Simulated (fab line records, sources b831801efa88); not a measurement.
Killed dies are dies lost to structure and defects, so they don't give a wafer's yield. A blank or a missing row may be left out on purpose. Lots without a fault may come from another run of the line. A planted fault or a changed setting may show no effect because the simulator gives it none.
A struck lot beside a sound one | flow gf180mcu | 23 steps out of a route of 602
Sound: wafers L177.1, L177.3, L177.6. Struck: wafers L184.1, L184.3, L184.4. The cause comes at the end.
At each step with rows: each side's tool, then ch and its chambers, then its first start. Under that, the readings that differ: sound wafers | struck wafers | difference of the means | sigmas: that difference in standard deviations of wafers without a fault.
alike: readings whose means differ by less than 2 such deviations, and words and numbers that are the same on both sides. not compared: withheld readings, readings that some wafer has no value for, bounds like >300 that may hide the same value, and numbers for which the record gives no deviation and whose values overlap.
The two part at a step that has a row with sigmas, a row that says differs or no value, or rows on one side only. Numbers that don't overlap but have no deviation are shown without sigmas and don't part them. A reading that every wafer of one side lacks parts them only if that side has two wafers or more.

first, 4 steps without rows for these wafers: GF_NSD_SOFTBAKE_03 (time 60 s); GF_NSD_EXPOSE_04 (exposes mask Nplus, target cd 400 nm); GF_NSD_PEB_05; GF_NSD_DEVELOP_06 (develop time 60 s).
GF_NSD_CD_MEAS_07: target cd 400 nm.
  sound on cd_sem-01, day 13 16:49; struck on cd_sem-02, day 16 00:37
  alike: cd_nm
GF_NSD_OVL_MEAS_08:
  sound on overlay-02, day 13 16:56; struck on overlay-02, day 16 00:44
  alike: NSD_OVL
then, 2 steps without rows for these wafers: GF_NSD_IMPLANT_09; GF_NSD_IMPLANT_10.
GF_NSD_STRIP_11: strips in O2/N2.
  sound on plasma_asher-04 ch 0,1, day 13 17:17; struck on plasma_asher-03 ch 0,1, day 16 01:05
  alike: drypump_motor_current_A, heater_power_w, oes_product_au, strip_time_to_endpoint_s
  not compared: rf_hours_counter_h
GF_NSD_TW_MEAS_12:
  sound on film_metro-01, day 13 17:23; struck on film_metro-01, day 16 01:11
  alike: NSD_TW
then, 2 steps without rows for these wafers: GF_PSD_DEHYDRATE_00 (time 60 s); GF_PSD_HMDS_01 (prime time 60 s).
GF_PSD_COAT_02: resist thk 1000 nm.
  sound on litho_track-01 ch 0, day 14 03:23; struck on litho_track-02 ch 0, day 16 12:43
  reading                                  | sound                | struck               | difference | sigmas
  spin_speed_rpm (rpm)                     | 3000.7 2997.0 3000.7 | 2907.5 2907.7 2906.9 | -92.1      | -51
  model.NOVOLAK_of_PSD_COAT_02.thk_nm (nm) | 998 1002 1001        | 1015 1014 1015       | +14        |
then, 3 steps without rows for these wafers: GF_PSD_SOFTBAKE_03 (time 60 s); GF_PSD_EXPOSE_04 (exposes mask Pplus, target cd 400 nm); GF_PSD_PEB_05.
GF_PSD_DEVELOP_06: develop time 60 s.
  sound on litho_track-01 ch 0, day 14 13:50; struck on litho_track-01 ch 0, day 16 23:23
  reading                                  | sound           | struck         | difference | sigmas
  model.NOVOLAK_of_PSD_COAT_02.thk_nm (nm) | 997.6 1001 1001 | 1015 1014 1014 | +14        |
GF_PSD_CD_MEAS_07: target cd 400 nm.
  sound on cd_sem-01, day 14 13:59; struck on cd_sem-01, day 16 23:32
  reading    | sound             | struck            | difference | sigmas
  cd_nm (nm) | 401.4 401.6 401.7 | 395.1 394.0 393.8 | -7.3       | -3
GF_PSD_OVL_MEAS_08:
  sound on overlay-01, day 14 14:07; struck on overlay-02, day 16 23:40
  alike: PSD_OVL
then, 1 step without rows for these wafers: GF_PSD_IMPLANT_09.
GF_PSD_STRIP_10: strips in O2/N2.
  sound on plasma_asher-01 ch 0,1, day 14 14:17; struck on plasma_asher-01 ch 0,1, day 16 23:50
  reading                      | sound             | struck            | difference | sigmas
  strip_time_to_endpoint_s (s) | 16.50 16.52 16.53 | 16.67 16.68 16.69 | +0.16      | +4
  alike: drypump_motor_current_A, heater_power_w, oes_product_au
  not compared: rf_hours_counter_h
GF_PSD_TW_MEAS_11:
  sound on film_metro-01, day 14 14:23; struck on film_metro-04, day 16 23:56
  alike: PSD_TW
-- the record jumps here: 14 days lie between the struck wafers' starts before and after (it left off in module PSD and takes up again in module PASSIVATION, whose first step shown is number 602 of the route) --
GF_PASSIVATION_PROBE_99:
  the record has rows for the struck wafers here (prober-02, day 31 09:38) and none for the sound ones

WHERE THEY PART
First at GF_PSD_COAT_02; last, within this record, at GF_PASSIVATION_PROBE_99.

WHY: what the simulator had put in
Process parameter drift: litho_track-02, from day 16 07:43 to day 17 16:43, at GF_PSD_COAT_02. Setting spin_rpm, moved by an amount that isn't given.
